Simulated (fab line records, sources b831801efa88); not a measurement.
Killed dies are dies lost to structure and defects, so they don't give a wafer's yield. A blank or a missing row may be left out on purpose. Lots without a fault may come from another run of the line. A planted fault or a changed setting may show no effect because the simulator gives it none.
fab line records | flow gf180mcu
record lots=5 wafers=15 last_day=33
route steps=602 shown DUAL_GATE@155 POLY_GATE@157 HV_LDD@176
lots that met no fault: from a run of the same line without faults
start_h: hours from the record's first day to the start of the lot's first wafer shown | wait_h: hours since the lot's step before | " the same as in the row above | L1.1+2: a row that stands for several wafers | - no value, or no start given | * or withheld: withheld | < > ~ a bound
route shown NAME@n: a module of which the file shows steps, and the number in the route of the first | usual: mean/standard deviation of fault-free wafers | same: alike in all rows | chamber/n: place in a boat | sites: the reading at each site | _std_site: their standard deviation | _edge_site: outer sites' mean less inner sites' | radius_mm: how far each site lies from the wafer's centre | mask NAME#n: copy n | behind: the tool/chamber that last shaped the wafer | hold: why the lot was held/for how many hours/how that ended | device: the transistor (n, p or np) that didn't switch | end of line: the same wafers' tests at the end of the route | a step without rows: its recipe alone | killed: dies lost to structure and defects at the first sort, not the wafer's yield | map: a wafer's dies, x killed, . not, _ none there
set.NAME: the setting as run; set.NAME@STEP: as run at that earlier step | model.NAME: the simulator's own value behind a step, which no gauge read
lots at some steps of the route; a table a step, a row a wafer
services: from which hour (start_h, from the record's first day; less than 0 if before it) a tool's chamber was out of use, for how many hours, and why
## steps
# step GF_DUAL_GATE_CLEAN_14
# recipe chemistry=SC1/SC2 mix=1:4:20 temp_c=70 time_s=150 dry=n2_spin
# columns lot.wafer tool chamber start_h wait_h
L078.3+4+5 wet_bench-04 0 205.62 0.0
L080.1+2+6 wet_bench-02 1 217.98 0.1
L082.2+4+6 wet_bench-02 1 233.47 0.1
L085.1+4+5 wet_bench-02 3 254.17 0.1
L093.2+4+6 wet_bench-02 0 308.32 0.1
# step GF_DUAL_GATE_OXIDATION_15
# recipe temp_c=850 ambient=O2 stabilise_s=600 purge_s=300 target_thk_a=70.98 ox_time_s=1995
# columns lot.wafer tool chamber start_h wait_h
L078.3+4+5 furnace-02 0 207.42 1.7
L080.1+2+6 furnace-02 0 218.04 0.0
L082.2+4+6 furnace-02 0 233.52 0.0
L085.1+4+5 furnace-02 0 254.22 0.0
L093.2+4+6 furnace-01 0 308.37 0.0
# step GF_POLY_GATE_CVD_00
# recipe material=poly-Si target_thk_nm=200 temp_c=620 time_s=1200 pressure_mtorr=200
# usual susceptor_temp_C=620.0/0.32
# columns lot.wafer tool chamber start_h wait_h susceptor_temp_C
L078.3 lpcvd-01 0 208.97 0.0 619.3
L078.4 " 0 " " 620.1
L078.5 " 0 " " 619.7
L080.1 lpcvd-02 1 219.59 0.0 620.3
L080.2 " 1 " " 620.0
L080.6 " 1 " " 619.9
L082.2 lpcvd-02 0 235.07 0.0 619.9
L082.4 " 0 " " 619.8
L082.6 " 0 " " 620.4
L085.1 lpcvd-01 1 255.77 0.0 620.3
L085.4 " 1 " " 619.9
L085.5 " 1 " " 620.0
L093.2 lpcvd-01 0 309.93 0.0 620.0
L093.4 " 0 " " 620.5
L093.6 " 0 " " 620.2
# step GF_POLY_GATE_THK_MEAS_01
# recipe reads=poly-Si_of_POLY_GATE_CVD_00
# usual POLY_GATE_CVD_00_THK=199.4/2.1
# columns lot.wafer tool chamber start_h wait_h POLY_GATE_CVD_00_THK[nm]
L078.3 film_metro-04 - 210.33 0.0 198.2
L078.4 " - " " 199.9
L078.5 " - " " 196.6
L080.1 film_metro-02 - 220.93 0.0 199.2
L080.2 " - " " 199.8
L080.6 " - " " 201.0
L082.2 film_metro-02 - 236.42 0.0 200.2
L082.4 " - " " 201.6
L082.6 " - " " 200.6
L085.1 film_metro-03 - 257.11 0.0 199.0
L085.4 " - " " 198.7
L085.5 " - " " 198.8
L093.2 film_metro-02 - 311.27 0.0 201.9
L093.4 " - " " 202.1
L093.6 " - " " 202.7
# step GF_POLY_GATE_DEHYDRATE_02
# recipe temp_c=200 time_s=60
# usual chill_plate_temp_C=23.03/0.091
# columns lot.wafer tool chamber start_h wait_h chill_plate_temp_C
L078.3 litho_track-03 0 218.71 8.4 23.02
L078.4 " 0 " " 23.04
L078.5 " 0 " " 23.16
L080.1 litho_track-02 0 229.25 8.3 22.95
L080.2 " 0 " " 23.05
L080.6 " 0 " " 22.97
L082.2 litho_track-04 0 244.80 8.4 23.12
L082.4 " 0 " " 23.08
L082.6 " 0 " " 22.98
L085.1 litho_track-02 0 266.20 9.1 23.03
L085.4 " 0 " " 23.09
L085.5 " 0 " " 23.05
L093.2 litho_track-04 0 320.45 9.2 23.08
L093.4 " 0 " " 23.01
L093.6 " 0 " " 22.97
# step GF_POLY_GATE_HMDS_03
# recipe prime_time_s=60 prime_temp_c=120
# usual chill_plate_temp_C=23.04/0.1
# columns lot.wafer tool chamber start_h wait_h chill_plate_temp_C
L078.3 litho_track-03 0 218.86 0.1 23.17
L078.4 " 0 " " 23.11
L078.5 " 0 " " 23.04
L080.1 litho_track-02 0 229.40 0.1 23.07
L080.2 " 0 " " 22.93
L080.6 " 0 " " 23.02
L082.2 litho_track-04 0 244.95 0.1 23.02
L082.4 " 0 " " 22.98
L082.6 " 0 " " 22.95
L085.1 litho_track-02 0 266.35 0.1 23.03
L085.4 " 0 " " 23.12
L085.5 " 0 " " 23.14
L093.2 litho_track-04 0 320.60 0.1 23.04
L093.4 " 0 " " 22.89
L093.6 " 0 " " 23.05
# step GF_POLY_GATE_COAT_04
# recipe resist=BARC temp_c=withheld time_s=withheld spin_rpm=withheld resist_thk_nm=withheld
# usual chill_plate_temp_C=*
# columns lot.wafer tool chamber start_h wait_h chill_plate_temp_C
L078.3 litho_track-03 0 219.01 0.1 *
L078.4 " 0 " " *
L078.5 " 0 " " *
L080.1 litho_track-02 0 229.55 0.1 *
L080.2 " 0 " " *
L080.6 " 0 " " *
L082.2 litho_track-04 0 245.10 0.1 *
L082.4 " 0 " " *
L082.6 " 0 " " *
L085.1 litho_track-02 0 266.50 0.1 *
L085.4 " 0 " " *
L085.5 " 0 " " *
L093.2 litho_track-04 0 320.75 0.1 *
L093.4 " 0 " " *
L093.6 " 0 " " *
# step GF_POLY_GATE_COAT_05
# recipe resist=KrF spin_rpm=withheld resist_thk_nm=700
# usual chill_plate_temp_C=23.00/0.091
# columns lot.wafer tool chamber start_h wait_h chill_plate_temp_C
L078.3 litho_track-03 0 - - 23.10
L078.4 " 0 " " 22.98
L078.5 " 0 " " 23.00
L080.1 litho_track-02 0 - - 23.00
L080.2 " 0 " " 22.77
L080.6 " 0 " " 22.88
L082.2 litho_track-04 0 - - 23.08
L082.4 " 0 " " 22.99
L082.6 " 0 " " 22.94
L085.1 litho_track-02 0 - - 22.97
L085.4 " 0 " " 22.93
L085.5 " 0 " " 22.97
L093.2 litho_track-04 0 - - 22.93
L093.4 " 0 " " 23.00
L093.6 " 0 " " 22.89
# step GF_POLY_GATE_SOFTBAKE_06
# recipe temp_c=130 time_s=60 resist=KrF
# usual chill_plate_temp_C=23.02/0.098
# columns lot.wafer tool chamber start_h wait_h chill_plate_temp_C
L078.3 litho_track-03 0 - - 22.98
L078.4 " 0 " " 23.08
L078.5 " 0 " " 23.02
L080.1 litho_track-02 0 - - 23.04
L080.2 " 0 " " 23.08
L080.6 " 0 " " 23.02
L082.2 litho_track-04 0 - - 23.00
L082.4 " 0 " " 23.10
L082.6 " 0 " " 23.09
L085.1 litho_track-02 0 - - 23.10
L085.4 " 0 " " 23.08
L085.5 " 0 " " 22.94
L093.2 litho_track-04 0 - - 23.08
L093.4 " 0 " " 22.94
L093.6 " 0 " " 23.07
# step GF_POLY_GATE_EXPOSE_07
# recipe mask_id=Poly2 target_cd_nm=280 na=0.68 source_shape=conventional sigma_outer=0.6 dose_mj=28
# columns lot.wafer tool chamber start_h wait_h mask
L078.3+4+5 krf_scanner-02 0 - - Poly2#0
L080.1+2+6 krf_scanner-02 0 - - Poly2#0
L082.2+4+6 krf_scanner-01 0 - - Poly2#0
L085.1+4+5 krf_scanner-01 0 - - Poly2#0
L093.2+4+6 krf_scanner-02 0 - - Poly2#0
# step GF_POLY_GATE_PEB_08
# recipe peb_temp_c=135 peb_time_s=90 resist=KrF
# usual chill_plate_temp_C=23.00/0.11
# columns lot.wafer tool chamber start_h wait_h chill_plate_temp_C
L078.3 litho_track-04 0 - - 23.01
L078.4 " 0 " " 22.89
L078.5 " 0 " " 22.86
L080.1 litho_track-02 0 - - 22.90
L080.2 " 0 " " 22.84
L080.6 " 0 " " 22.92
L082.2 litho_track-02 0 - - 23.16
L082.4 " 0 " " 23.17
L082.6 " 0 " " 23.12
L085.1 litho_track-02 0 - - 22.99
L085.4 " 0 " " 23.15
L085.5 " 0 " " 22.96
L093.2 litho_track-03 0 - - 23.09
L093.4 " 0 " " 23.05
L093.6 " 0 " " 23.00
# step GF_POLY_GATE_DEVELOP_09
# recipe develop_time_s=60 resist=KrF dev_temp_c=21
# usual chill_plate_temp_C=22.97/0.1
# columns lot.wafer tool chamber start_h wait_h chill_plate_temp_C
L078.3 litho_track-04 0 227.98 0.1 22.92
L078.4 " 0 " " 22.97
L078.5 " 0 " " 22.92
L080.1 litho_track-02 0 238.95 0.2 22.89
L080.2 " 0 " " 22.99
L080.6 " 0 " " 22.95
L082.2 litho_track-02 0 254.53 0.2 22.99
L082.4 " 0 " " 23.17
L082.6 " 0 " " 23.02
L085.1 litho_track-02 0 275.85 0.2 22.83
L085.4 " 0 " " 23.06
L085.5 " 0 " " 23.06
L093.2 litho_track-03 0 331.58 0.2 22.94
L093.4 " 0 " " 23.00
L093.6 " 0 " " 22.86
# step GF_POLY_GATE_CD_MEAS_10
# recipe target_cd_nm=280
# usual cd_nm=279.9/1.1
# columns lot.wafer tool chamber start_h wait_h cd_nm
L078.3 cd_sem-02 - 228.12 0.1 279.7
L078.4 " - " " 279.7
L078.5 " - " " 278.8
L080.1 cd_sem-01 - 239.10 0.1 280.7
L080.2 " - " " 280.3
L080.6 " - " " 280.7
L082.2 cd_sem-02 - 254.67 0.1 280.4
L082.4 " - " " 279.8
L082.6 " - " " 278.4
L085.1 cd_sem-01 - 276.00 0.1 280.8
L085.4 " - " " 281.1
L085.5 " - " " 281.6
L093.2 cd_sem-01 - 331.73 0.1 277.2
L093.4 " - " " 278.1
L093.6 " - " " 278.2
# step GF_POLY_GATE_OVL_MEAS_11
# usual POLY_GATE_OVL=2/5.4
# columns lot.wafer tool chamber start_h wait_h POLY_GATE_OVL[nm]
L078.3 overlay-01 - 228.21 0.1 4
L078.4 " - " " 4
L078.5 " - " " 6
L080.1 overlay-01 - 239.22 0.1 5
L080.2 " - " " -4
L080.6 " - " " -5
L082.2 overlay-01 - 254.78 0.1 13
L082.4 " - " " 9
L082.6 " - " " 8
L085.1 overlay-01 - 276.12 0.1 3
L085.4 " - " " 2
L085.5 " - " " -5
L093.2 overlay-01 - 331.83 0.1 10
L093.4 " - " " 7
L093.6 " - " " 5
# step GF_POLY_GATE_ETCH_12
# recipe chemistry=N2/H2 target_depth_a=withheld overetch_a=withheld time_s=withheld target=BARC ion_energy_ev=200 source_w=500 bias_w=100 pressure_mtorr=30 n2_flow_sccm=100 h2_flow_sccm=200
# usual chamber_pressure_mTorr=30.000/0.026 drypump_motor_current_A=5.7/0.55 oes_product_au=0.736/0.0047 throttle_valve_pct=13.214/0.0099
# columns lot.wafer tool chamber start_h wait_h chamber_pressure_mTorr drypump_motor_current_A oes_product_au throttle_valve_pct
L078.3 rie_diel-04 2 228.23 0.0 30.010 6.6 0.733 13.224
L078.4 " 1 " " 30.024 5.8 0.735 13.223
L078.5 " 2 " " 30.002 6.6 0.734 13.206
L080.1 rie_diel-02 1 239.26 0.0 29.988 6.2 0.735 13.225
L080.2 " 0 " " 29.965 6.2 0.728 13.219
L080.6 " 2 " " 30.017 6.0 0.742 13.218
L082.2 rie_diel-04 1 254.81 0.0 29.985 5.9 0.729 13.206
L082.4 " 3 " " 29.982 5.2 0.731 13.226
L082.6 " 1 " " 29.998 5.9 0.734 13.202
L085.1 rie_diel-02 0 276.16 0.0 29.976 6.1 0.732 13.229
L085.4 " 2 " " 29.989 6.0 0.737 13.195
L085.5 " 0 " " 29.970 6.1 0.734 13.213
L093.2 rie_diel-02 2 331.86 0.0 30.018 6.0 0.734 13.223
L093.4 " 0 " " 29.997 6.1 0.732 13.210
L093.6 " 3 " " 29.987 5.4 0.730 13.217
# step GF_POLY_GATE_ETCH_13
# recipe target=poly-Si target_depth_nm=198.5 stop_on=SiO2 over_etch_frac=0.403 chemistry=HBr/Cl2 icp_w=400 bias_w=100 pressure_mtorr=10 HBr_flow_sccm=150 Cl2_flow_sccm=50 time_s=69.6
# usual chamber_pressure_mTorr=10.001/0.0088 drypump_motor_current_A=5.4/0.38 oes_product_au=0.987/0.011 throttle_valve_pct=33.684/0.0098
# columns lot.wafer tool chamber start_h wait_h chamber_pressure_mTorr drypump_motor_current_A oes_product_au rf_hours_counter_h throttle_valve_pct
L078.3 rie_si-02 2 228.28 - 9.993 5.2 0.978 3 33.669
L078.4 " 2 " " 10.005 5.2 0.983 - 33.673
L078.5 " 1 " " 9.994 6.1 0.971 - 33.700
L080.1 rie_si-02 1 239.31 - 9.998 6.1 0.962 0 33.669
L080.2 " 2 " " 10.013 5.2 0.993 3 33.691
L080.6 " 0 " " 9.989 4.9 0.998 - 33.690
L082.2 rie_si-01 3 254.86 - 10.018 5.1 0.993 95 33.690
L082.4 " 2 " " 10.004 5.5 1.003 0 33.664
L082.6 " 2 " " 9.989 5.6 0.999 - 33.685
L085.1 rie_si-02 1 276.21 - 10.014 6.1 0.984 1 33.679
L085.4 " 3 " " 10.013 4.8 0.994 0 33.682
L085.5 " 0 " " 9.985 5.0 0.994 - 33.698
L093.2 rie_si-01 0 331.92 - 10.009 5.6 0.988 4 33.684
L093.4 " 2 " " 10.002 5.5 0.998 - 33.678
L093.6 " 0 " " 10.007 5.6 0.980 - 33.696
# step GF_POLY_GATE_STRIP_14
# recipe chemistry=O2/N2 power_w=1400 pressure_mtorr=1500 platen_temp_c=250 o2_flow_sccm=3000 n2_flow_sccm=300 overash_fraction=0.5
# usual chamber_pressure_mTorr=1500.0/1.3 drypump_motor_current_A=5.9/0.38 heater_power_w=321/24 oes_product_au=0.504/0.0047
# columns lot.wafer tool chamber start_h wait_h chamber_pressure_mTorr drypump_motor_current_A heater_power_w oes_product_au rf_hours_counter_h
L078.3 plasma_asher-02 1 228.37 0.1 1498.7 6.1 346 0.505 -
L078.4 " 0 " " 1499.0 6.1 341 0.506 -
L078.5 " 1 " " 1499.4 6.0 342 0.505 -
L080.1 plasma_asher-02 1 239.36 0.0 1500.5 6.0 339 0.503 60
L080.2 " 0 " " 1500.0 6.1 332 0.506 60
L080.6 " 1 " " 1497.9 6.0 342 0.496 -
L082.2 plasma_asher-01 0 254.91 0.0 1499.5 5.6 318 0.495 47
L082.4 " 0 " " 1501.9 5.6 333 0.499 -
L082.6 " 0 " " 1500.9 5.5 323 0.509 -
L085.1 plasma_asher-01 1 276.26 0.0 1499.9 6.3 273 0.512 50
L085.4 " 1 " " 1499.3 6.3 278 0.504 -
L085.5 " 0 " " 1500.1 5.6 331 0.504 -
L093.2 plasma_asher-01 1 331.97 0.0 1501.5 6.3 275 0.505 56
L093.4 " 1 " " 1499.0 6.3 282 0.508 -
L093.6 " 1 " " 1501.3 6.3 277 0.504 -
# step GF_POLY_GATE_CLEAN_15
# recipe chemistry=SC1/SC2 mix=1:4:20 temp_c=70 time_s=150 dry=n2_spin
# columns lot.wafer tool chamber start_h wait_h
L078.3+4+5 wet_bench-02 0 228.44 0.0
L080.1+2+6 wet_bench-02 1 239.46 0.1
L082.2+4+6 wet_bench-02 0 255.01 0.1
L085.1+4+5 wet_bench-01 2 276.36 0.1
L093.2+4+6 wet_bench-02 2 332.07 0.1
# step GF_POLY_GATE_OXIDATION_16
# recipe temp_c=850 ambient=O2 stabilise_s=600 purge_s=300 target_thk_a=40 ox_time_s=899
# columns lot.wafer tool chamber start_h wait_h
L078.3+4+5 furnace-02 0 228.67 0.2
L080.1+2+6 furnace-01 0 239.51 0.0
L082.2+4+6 furnace-01 0 255.06 0.0
L085.1+4+5 furnace-02 0 276.51 0.1
L093.2+4+6 furnace-02 0 332.12 0.0
# step GF_POLY_GATE_THK_MEAS_17
# recipe reads=SiO2_of_POLY_GATE_OXIDATION_16
# usual POLY_GATE_OXIDATION_THK=4.03/0.075
# columns lot.wafer tool chamber start_h wait_h POLY_GATE_OXIDATION_THK[nm]
L078.3 film_metro-03 - 229.94 0.0 4.03
L078.4 " - " " 3.99
L078.5 " - " " 3.99
L080.1 film_metro-02 - 240.76 0.0 3.98
L080.2 " - " " 4.03
L080.6 " - " " 3.99
L082.2 film_metro-03 - 256.32 0.0 4.11
L082.4 " - " " 4.11
L082.6 " - " " 4.04
L085.1 film_metro-04 - 277.76 0.0 4.01
L085.4 " - " " 4.13
L085.5 " - " " 4.06
L093.2 film_metro-02 - 333.38 0.0 3.89
L093.4 " - " " 4.02
L093.6 " - " " 4.02
# step GF_POLY_GATE_CD_MEAS_18
# usual cd_nm=279.5/1.9
# columns lot.wafer tool chamber start_h wait_h cd_nm
L078.3 cd_sem-02 - 230.04 0.1 277.3
L078.4 " - " " 277.2
L078.5 " - " " 278.5
L080.1 cd_sem-02 - 240.82 0.1 280.7
L080.2 " - " " 279.4
L080.6 " - " " 279.9
L082.2 cd_sem-02 - 256.40 0.1 281.6
L082.4 " - " " 279.1
L082.6 " - " " 277.4
L085.1 cd_sem-01 - 277.82 0.1 279.7
L085.4 " - " " 280.7
L085.5 " - " " 277.1
L093.2 cd_sem-01 - 333.46 0.1 277.6
L093.4 " - " " 276.1
L093.6 " - " " 278.0
# step GF_HV_LDD_DEHYDRATE_00
# recipe temp_c=200 time_s=60
# usual chill_plate_temp_C=23.01/0.1
# columns lot.wafer tool chamber start_h wait_h chill_plate_temp_C
L078.3 litho_track-01 0 238.87 8.8 22.88
L078.4 " 0 " " 22.88
L078.5 " 0 " " 22.86
L080.1 litho_track-02 0 249.55 8.7 23.11
L080.2 " 0 " " 23.01
L080.6 " 0 " " 23.05
L082.2 litho_track-02 0 265.33 8.9 22.99
L082.4 " 0 " " 22.90
L082.6 " 0 " " 22.93
L085.1 litho_track-04 0 287.43 9.6 22.87
L085.4 " 0 " " 22.83
L085.5 " 0 " " 22.76
L093.2 litho_track-04 0 343.30 9.8 22.75
L093.4 " 0 " " 22.94
L093.6 " 0 " " 22.92
# step GF_HV_LDD_HMDS_01
# recipe prime_time_s=60 prime_temp_c=120
# usual chill_plate_temp_C=23.01/0.094
# columns lot.wafer tool chamber start_h wait_h chill_plate_temp_C
L078.3 litho_track-01 0 239.02 0.1 23.03
L078.4 " 0 " " 23.02
L078.5 " 0 " " 22.88
L080.1 litho_track-02 0 249.70 0.1 22.91
L080.2 " 0 " " 23.06
L080.6 " 0 " " 22.99
L082.2 litho_track-02 0 265.48 0.1 22.99
L082.4 " 0 " " 23.01
L082.6 " 0 " " 23.11
L085.1 litho_track-04 0 287.58 0.1 22.98
L085.4 " 0 " " 22.86
L085.5 " 0 " " 22.99
L093.2 litho_track-04 0 343.45 0.1 23.02
L093.4 " 0 " " 22.97
L093.6 " 0 " " 23.05
# step GF_HV_LDD_COAT_02
# recipe resist=NOVOLAK spin_rpm=3000 resist_thk_nm=1000
# usual chill_plate_temp_C=23.01/0.099
# columns lot.wafer tool chamber start_h wait_h chill_plate_temp_C
L078.3 litho_track-01 0 239.17 0.1 22.89
L078.4 " 0 " " 22.95
L078.5 " 0 " " 22.94
L080.1 litho_track-02 0 249.85 0.1 23.01
L080.2 " 0 " " 22.82
L080.6 " 0 " " 23.01
L082.2 litho_track-02 0 265.63 0.1 23.00
L082.4 " 0 " " 22.85
L082.6 " 0 " " 22.94
L085.1 litho_track-04 0 287.73 0.1 22.91
L085.4 " 0 " " 22.97
L085.5 " 0 " " 23.03
L093.2 litho_track-04 0 343.60 0.1 22.98
L093.4 " 0 " " 23.05
L093.6 " 0 " " 23.07
# step GF_HV_LDD_SOFTBAKE_03
# recipe temp_c=90 time_s=60 resist=NOVOLAK
# usual chill_plate_temp_C=23.00/0.11
# columns lot.wafer tool chamber start_h wait_h chill_plate_temp_C
L078.3 litho_track-01 0 239.32 0.1 22.98
L078.4 " 0 " " 22.96
L078.5 " 0 " " 22.98
L080.1 litho_track-02 0 250.00 0.1 23.13
L080.2 " 0 " " 23.00
L080.6 " 0 " " 23.17
L082.2 litho_track-02 0 265.78 0.1 22.89
L082.4 " 0 " " 22.89
L082.6 " 0 " " 22.90
L085.1 litho_track-04 0 287.88 0.1 22.97
L085.4 " 0 " " 23.12
L085.5 " 0 " " 23.19
L093.2 litho_track-04 0 343.75 0.1 23.03
L093.4 " 0 " " 23.00
L093.6 " 0 " " 23.06
# step GF_HV_LDD_EXPOSE_04
# recipe mask_id=Nplus_LV_AREA target_cd_nm=400 na=0.6 source_shape=conventional sigma_outer=0.6 dose_mj=140
# columns lot.wafer tool chamber start_h wait_h mask
L078.3+4+5 iline_stepper-01 0 - - Nplus_LV_AREA#0
L080.1+2+6 iline_stepper-02 0 - - Nplus_LV_AREA#0
L082.2+4+6 iline_stepper-02 0 - - Nplus_LV_AREA#0
L085.1+4+5 iline_stepper-02 0 - - Nplus_LV_AREA#0
L093.2+4+6 iline_stepper-02 0 - - Nplus_LV_AREA#0
# step GF_HV_LDD_PEB_05
# recipe temp_c=withheld time_s=* resist=NOVOLAK
# usual chill_plate_temp_C=*
# columns lot.wafer tool chamber start_h wait_h chill_plate_temp_C
L078.3 litho_track-02 0 - - *
L078.4 " 0 " " *
L078.5 " 0 " " *
L080.1 litho_track-02 0 - - *
L080.2 " 0 " " *
L080.6 " 0 " " *
L082.2 litho_track-01 0 - - *
L082.4 " 0 " " *
L082.6 " 0 " " *
L085.1 litho_track-04 0 - - *
L085.4 " 0 " " *
L085.5 " 0 " " *
L093.2 litho_track-02 0 - - *
L093.4 " 0 " " *
L093.6 " 0 " " *
# step GF_HV_LDD_DEVELOP_06
# recipe develop_time_s=60 dev_temp_c=23
# usual chill_plate_temp_C=23.02/0.12
# columns lot.wafer tool chamber start_h wait_h chill_plate_temp_C
L078.3 litho_track-02 0 248.15 0.1 23.02
L078.4 " 0 " " 23.00
L078.5 " 0 " " 22.95
L080.1 litho_track-02 0 258.75 0.1 23.21
L080.2 " 0 " " 22.98
L080.6 " 0 " " 23.09
L082.2 litho_track-01 0 275.14 0.1 23.07
L082.4 " 0 " " 23.16
L082.6 " 0 " " 22.99
L085.1 litho_track-04 0 297.33 0.1 22.84
L085.4 " 0 " " 23.02
L085.5 " 0 " " 22.77
L093.2 litho_track-02 0 354.42 0.1 23.14
L093.4 " 0 " " 23.00
L093.6 " 0 " " 23.04
# step GF_HV_LDD_CD_MEAS_07
# recipe target_cd_nm=400
# usual cd_nm=400.1/2.5
# columns lot.wafer tool chamber start_h wait_h cd_nm
L078.3 cd_sem-02 - 248.29 0.1 395.7
L078.4 " - " " 394.9
L078.5 " - " " 397.3
L080.1 cd_sem-01 - 258.90 0.1 400.9
L080.2 " - " " 400.8
L080.6 " - " " 401.6
L082.2 cd_sem-02 - 275.29 0.1 398.6
L082.4 " - " " 399.6
L082.6 " - " " 398.9
L085.1 cd_sem-02 - 297.48 0.1 398.2
L085.4 " - " " 396.8
L085.5 " - " " 398.2
L093.2 cd_sem-02 - 354.57 0.1 401.8
L093.4 " - " " 399.2
L093.6 " - " " 402.8
# step GF_HV_LDD_OVL_MEAS_08
# usual HV_LDD_OVL=-0.5/1
# columns lot.wafer tool chamber start_h wait_h HV_LDD_OVL[nm]
L078.3 overlay-01 - 248.38 0.1 0.7
L078.4 " - " " -1.1
L078.5 " - " " -1.8
L080.1 overlay-02 - 259.02 0.1 -0.2
L080.2 " - " " -0.3
L080.6 " - " " 0.8
L082.2 overlay-01 - 275.40 0.1 0.3
L082.4 " - " " 0.0
L082.6 " - " " -0.5
L085.1 overlay-02 - 297.60 0.1 -0.5
L085.4 " - " " -2.0
L085.5 " - " " -1.9
L093.2 overlay-01 - 354.68 0.1 1.0
L093.4 " - " " -0.1
L093.6 " - " " -1.0
# step GF_HV_LDD_IMPLANT_09
# recipe species=As energy_kev=40 dose_cm2=1e+14 tilt_deg=7
# usual beam_on_s=9.99/0.2 dose_ions_cm2=9.998e+13/9.5e+10
# same implant_ion_amu=75
# columns lot.wafer tool chamber start_h wait_h beam_on_s dose_ions_cm2
L078.3 implanter-03 0 248.46 0.1 10.04 1.0011e+14
L078.4 " 0 " " 9.64 9.997e+13
L078.5 " 0 " " 9.93 1.0023e+14
L080.1 implanter-02 0 259.06 0.0 9.80 1.0009e+14
L080.2 " 0 " " 9.92 9.997e+13
L080.6 " 0 " " 10.33 1.0001e+14
L082.2 implanter-02 0 275.45 0.0 10.14 9.993e+13
L082.4 " 0 " " 9.58 1.0001e+14
L082.6 " 0 " " 10.14 9.985e+13
L085.1 implanter-03 0 297.63 0.0 10.06 1e+14
L085.4 " 0 " " 10.28 1.0021e+14
L085.5 " 0 " " 10.16 9.982e+13
L093.2 implanter-02 0 354.73 0.0 9.84 9.996e+13
L093.4 " 0 " " 9.62 1.0021e+14
L093.6 " 0 " " 9.92 9.995e+13
# step GF_HV_LDD_STRIP_10
# recipe chemistry=O2/N2 power_w=1400 pressure_mtorr=1500 platen_temp_c=250 o2_flow_sccm=3000 n2_flow_sccm=300 overash_fraction=0.5
# usual chamber_pressure_mTorr=1500.0/1.5 drypump_motor_current_A=5.7/0.63 heater_power_w=323/25 oes_product_au=0.716/0.0043 strip_time_to_endpoint_s=12.62/0.031
# columns lot.wafer tool chamber start_h wait_h chamber_pressure_mTorr drypump_motor_current_A heater_power_w oes_product_au rf_hours_counter_h strip_time_to_endpoint_s
L078.3 plasma_asher-04 0 248.59 0.1 1498.4 5.2 305 0.713 - 12.69
L078.4 " 1 " " 1502.2 6.2 336 0.715 - 12.62
L078.5 " 0 " " 1500.4 5.2 303 0.718 - 12.66
L080.1 plasma_asher-03 1 259.21 0.1 1501.6 6.5 303 0.712 15 12.62
L080.2 " 0 " " 1500.0 4.8 349 0.714 15 12.59
L080.6 " 1 " " 1501.9 6.5 305 0.715 - 12.60
L082.2 plasma_asher-04 0 275.58 0.1 1499.3 5.2 308 0.714 62 12.62
L082.4 " 0 " " 1501.5 5.2 300 0.715 - 12.63
L082.6 " 1 " " 1500.0 6.1 342 0.717 - 12.63
L085.1 plasma_asher-01 0 297.78 0.1 1501.6 5.6 328 0.712 52 12.66
L085.4 " 1 " " 1497.0 6.3 281 0.721 - 12.65
L085.5 " 1 " " 1498.7 6.3 284 0.719 - 12.69
L093.2 plasma_asher-01 0 354.86 0.1 1500.5 5.5 316 0.711 58 12.57
L093.4 " 1 " " 1499.9 6.3 290 0.717 - 12.57
L093.6 " 1 " " 1501.1 6.3 280 0.713 - 12.54
# step GF_HV_LDD_TW_MEAS_11
# usual HV_LDD_TW=2404/16
# columns lot.wafer tool chamber start_h wait_h HV_LDD_TW
L078.3 film_metro-04 - 248.68 0.1 2399
L078.4 " - " " 2397
L078.5 " - " " 2410
L080.1 film_metro-03 - 259.31 0.1 2419
L080.2 " - " " 2430
L080.6 " - " " 2414
L082.2 film_metro-04 - 275.69 0.1 2385
L082.4 " - " " 2413
L082.6 " - " " 2403
L085.1 film_metro-04 - 297.88 0.1 2397
L085.4 " - " " 2392
L085.5 " - " " 2400
L093.2 film_metro-01 - 354.97 0.1 2389
L093.4 " - " " 2401
L093.6 " - " " 2403
# step GF_HV_LDD_DEHYDRATE_12
# recipe temp_c=200 time_s=60
# usual chill_plate_temp_C=22.97/0.11
# columns lot.wafer tool chamber start_h wait_h chill_plate_temp_C
L078.3 litho_track-04 0 257.18 8.5 23.08
L078.4 " 0 " " 23.04
L078.5 " 0 " " 22.96
L080.1 litho_track-01 0 267.97 8.7 22.97
L080.2 " 0 " " 22.87
L080.6 " 0 " " 22.88
L082.2 litho_track-02 0 284.68 9.0 22.83
L082.4 " 0 " " 22.99
L082.6 " 0 " " 23.02
L085.1 litho_track-02 0 307.20 9.3 22.87
L085.4 " 0 " " 22.95
L085.5 " 0 " " 23.05
L093.2 litho_track-01 0 365.44 10.5 22.79
L093.4 " 0 " " 22.91
L093.6 " 0 " " 22.99
# step GF_HV_LDD_HMDS_13
# recipe prime_time_s=60 prime_temp_c=120
# usual chill_plate_temp_C=23.02/0.09
# columns lot.wafer tool chamber start_h wait_h chill_plate_temp_C
L078.3 litho_track-04 0 257.33 0.1 23.01
L078.4 " 0 " " 23.02
L078.5 " 0 " " 23.10
L080.1 litho_track-01 0 268.12 0.1 22.95
L080.2 " 0 " " 22.90
L080.6 " 0 " " 23.04
L082.2 litho_track-02 0 284.83 0.1 23.01
L082.4 " 0 " " 22.99
L082.6 " 0 " " 22.98
L085.1 litho_track-02 0 307.35 0.1 22.92
L085.4 " 0 " " 22.94
L085.5 " 0 " " 23.13
L093.2 litho_track-01 0 365.59 0.1 23.03
L093.4 " 0 " " 23.01
L093.6 " 0 " " 23.07
## services
# columns tool chamber start_h hours kind
furnace-01 - 202.83 2.9 pm
furnace-02 - 208.97 4.3 pm
krf_scanner-02 - 219.65 0.8 pm
rie_diel-02 3 219.82 20.4 repair
rie_si-02 0 221.29 4.9 repair
krf_scanner-01 - 221.36 3.6 pm
furnace-02 - 221.51 4.3 pm
rie_diel-04 3 222.31 7.7 repair
rie_diel-02 - 233.13 2.8 pm
implanter-02 - 254.64 2.4 repair
rie_si-02 - 257.74 0.1 repair
iline_stepper-02 - 262.13 1.7 pm
implanter-03 - 265.41 5.1 pm
krf_scanner-02 - 271.34 1.0 pm
furnace-01 - 279.38 2.6 pm
krf_scanner-02 - 283.47 1.3 pm
wet_bench-02 - 283.76 3.0 repair
furnace-01 - 290.93 3.1 pm
implanter-02 - 292.47 4.4 repair
rie_si-01 2 305.56 5.7 repair
krf_scanner-01 - 319.37 1.0 pm
krf_scanner-01 - 320.74 0.8 pm
furnace-02 - 328.06 2.2 pm
rie_si-02 1 332.08 11.9 repair
## key
fault none
